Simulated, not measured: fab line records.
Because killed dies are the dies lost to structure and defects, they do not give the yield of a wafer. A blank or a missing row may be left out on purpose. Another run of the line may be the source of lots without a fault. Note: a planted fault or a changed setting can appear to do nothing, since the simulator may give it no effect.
Which tool did it? -- flow gf180mcu -- 42 wafers from 14 lots sampled at 4 of the route's 602 steps

WHAT EACH GAUGE READ, for each wafer
GF_HV_LDD_TW_MEAS_11. Usual: HV_LDD_TW gives 2405 (standard deviation 27).
lot,measured,on,HV_LDD_TW,flag
L755,day 10 00:17,filmMetro-04,2445 2445 2466,
L756,day 10 07:55,filmMetro-02,2392 2390 2394,
L757,day 10 12:26,filmMetro-04,2442 2447 2456,
L759,day 11 04:08,filmMetro-04,2423 2420 2419,
L760,day 11 13:46,filmMetro-03,2386 2384 2392,
L765,day 13 03:59,filmMetro-03,2405 2398 2400,
L767,day 13 16:52,filmMetro-04,2432 2440 2434,
L769,day 14 06:22,filmMetro-04,2439 2450 2453,
L770,day 14 15:19,filmMetro-02,2374 2374 2376,
L772,day 15 02:43,filmMetro-03,2389 2415 2398,
L776,day 16 14:49,filmMetro-03,2416 2406 2402,
L775,day 16 15:07,filmMetro-04,2443 2432 2441,
L777,day 16 15:10,filmMetro-02,2384 2388 2386,
L778,day 17 00:33,filmMetro-02,2388 2383 2389,

GF_HV_LDD_THK_MEAS_57. Usual: HV_LDD_CVD_56_THK gives 90.3 nm (standard deviation 0.73).
lot,measured,on,HV_LDD_CVD_56_THK (nm),flag
L755,day 12 11:21,filmMetro-03,91.3 92.0 91.7,
L756,day 12 20:59,filmMetro-04,91.5 90.9 91.9,
L757,day 13 01:32,filmMetro-04,89.5 89.7 89.5,
L759,day 13 17:50,filmMetro-02,90.2 90.8 89.3,
L760,day 14 04:17,filmMetro-03,90.4 90.5 90.7,
L765,day 15 21:45,filmMetro-03,91.4 91.0 90.7,
L767,day 16 11:02,filmMetro-04,90.4 90.1 90.8,
L769,day 17 03:32,filmMetro-02,88.9 89.9 89.4,
L770,day 17 11:29,filmMetro-03,90.5 90.3 89.9,
L772,day 18 00:13,filmMetro-03,90.9 90.2 89.6,
L776,day 19 16:55,filmMetro-04,90.4 91.0 89.9,
L775,day 19 17:59,filmMetro-03,91.2 90.3 90.8,
L777,day 19 19:25,filmMetro-03,90.5 90.7 90.0,
L778,day 20 05:07,filmMetro-02,90.5 90.6 90.7,

GF_NSD_CD_MEAS_07 targets a cd of 400 nm. Usual: cdNm at 400.5 nm, with a standard deviation of 2.6.
lot,measured,on,cdNm (nm),flag
L755,day 13 06:53,cdSem-01,398.0 397.9 398.4,
L756,day 13 16:49,cdSem-02,404.4 405.2 403.2,
L757,day 13 21:41,cdSem-01,400.8 399.6 399.0,
L759,day 14 15:05,cdSem-02,403.8 404.7 404.2,
L760,day 15 01:18,cdSem-02,401.9 402.5 400.5,
L765,day 16 19:10,cdSem-01,401.7 400.3 402.5,
L767,day 17 09:07,cdSem-02,401.2 400.1 399.0,
L769,day 18 03:09,cdSem-02,396.7 397.9 397.1,
L770,day 18 10:04,cdSem-01,402.1 402.1 402.8,
L772,day 19 00:16,cdSem-01,405.4 405.2 406.3,
L776,day 20 16:55,cdSem-01,401.6 400.5 401.6,
L775,day 20 17:52,cdSem-02,403.5 402.4 402.4,
L777,day 20 19:18,cdSem-01,400.1 403.2 399.5,
L778,day 21 05:17,cdSem-01,398.7 399.8 401.4,

WHAT TOOL EACH LOT RAN ON (gives the tool, then ch and the chambers of the sampled wafers, and finally the start)
lot,GF_NSD_PEB_05
L755,"lithoTrack-02 ch 0, day 13 06:35"
L756,"lithoTrack-04 ch 0, day 13 16:31"
L757,"lithoTrack-01 ch 0, day 13 21:23"
L759,"lithoTrack-04, day 14 14:47"
L760,"lithoTrack-01, day 15 01:00"
L765,"lithoTrack-02 ch 0, day 16 18:46"
L767,"lithoTrack-04 ch 0, day 17 08:49"
L769,"lithoTrack-01 ch 0, day 18 02:51"
L770,"lithoTrack-02 ch 0, day 18 09:46"
L772,"lithoTrack-04 ch 0, day 18 23:58"
L776,"lithoTrack-02 ch 0, day 20 16:37"
L775,"lithoTrack-02 ch 0, day 20 17:34"
L777,"lithoTrack-01 ch 0, day 20 19:00"
L778,"lithoTrack-01 ch 0, day 21 05:00"
- GF_NSD_PEB_05

WHAT THE TOOLS THEMSELVES READ (means of the sampled wafers that have a number; where no wafer has one, the mark that the record gives instead)
GF_NSD_PEB_05. Usual: exhaustPa at 44.9 Pa, with a standard deviation of 0.97.
lot,tool,exhaustPa (Pa),flag
L755,lithoTrack-02,44.2,
L756,lithoTrack-04,43.0,
L757,lithoTrack-01,45.6,
L759,lithoTrack-04,-,OFF
L760,lithoTrack-01,-,OFF
L765,lithoTrack-02,44.5,
L767,lithoTrack-04,45.1,
L769,lithoTrack-01,44.3,
L770,lithoTrack-02,45.3,
L772,lithoTrack-04,45.0,
L776,lithoTrack-02,45.5,
L775,lithoTrack-02,44.0,
L777,lithoTrack-01,45.3,
L778,lithoTrack-01,45.1,

THE ANSWER, worked out from the rows above alone
Rule: lot off if the mean of its wafers having a number is beyond 3 standard deviations from the usual mean. Also off: a lot with no number at a reading for which 4 or more lots have one. Any other lot the step has rows for is counted as sound. First the gauges in route order, then the tools' own readings, where a lot's mean is used as printed above. At the first step where some lot is off, the reading lying furthest off is the one used; lots without a number count as furthest.
Off at GF_NSD_PEB_05 (exhaustPa): L759, L760. Without a number there: L759, L760.
A tool fits if, at that step or a process step before it, it ran every lot that is off, and no sound lot after the first of them. Not one of the candidates tried fits.

WHAT THE SIMULATOR HAD PUT IN
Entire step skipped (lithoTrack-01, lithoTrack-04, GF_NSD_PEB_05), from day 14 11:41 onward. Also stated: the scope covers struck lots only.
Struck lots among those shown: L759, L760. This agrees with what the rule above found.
